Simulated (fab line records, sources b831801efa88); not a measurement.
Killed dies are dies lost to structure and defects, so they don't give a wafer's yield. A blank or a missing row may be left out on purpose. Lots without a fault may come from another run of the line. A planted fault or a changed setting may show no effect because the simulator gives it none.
Chamber matching | flow sky130 | SKY_VIA3_CMP_02 on cmp-02: 4 sister chambers
The step polishes SiO2. 8 wafers are shown with their chamber, then 7 later ones without.

WAFERS WITH THEIR CHAMBER
wafer  | chamber | motor_current_A (A)
L987.2 | 2       | 16.6
L989.1 | 1       | 10.3
L989.6 | 3       | 12.9
L991.2 | 0       | 13.7
L991.3 | 1       | 10.8
L991.6 | 3       | 12.9
L994.1 | 2       | 15.5
L994.5 | 0       | 13.6

WAFERS WITHOUT THEIR CHAMBER
wafer  | motor_current_A (A)
L994.6 | 13.3
L104.3 | 16.1
L104.4 | 11.1
L104.5 | 15.3
L106.2 | 13.8
L106.5 | 13.8
L106.6 | 10.7

WHICH CHAMBER EACH WENT THROUGH
wafer  | from the rows above     | in truth
L994.6 | can't be placed: 0 or 3 | 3
L104.3 | 2                       | 2
L104.4 | 1                       | 1
L104.5 | 2                       | 2
L106.2 | can't be placed: 0 or 3 | 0
L106.5 | can't be placed: 0 or 3 | 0
L106.6 | 1                       | 1
Placed correctly: 4 of 7. Can't be placed from these rows: 3 (the true chamber is among the candidates in 3). Placed wrongly: 0.
How it was worked out, from the rows above alone: a wafer's distance from a chamber is the root of the sum, over the readings, of the square of ((its reading less the chamber's mean) divided by the reading's scatter). The wafer belongs to the nearest chamber; if the next one is less than 2 further off, it can't be placed. A chamber's mean is the mean of its shown wafers. The scatter: the root of (the sum of the squares of (reading less its chamber's mean) over the shown wafers, divided by (wafers less chambers)).
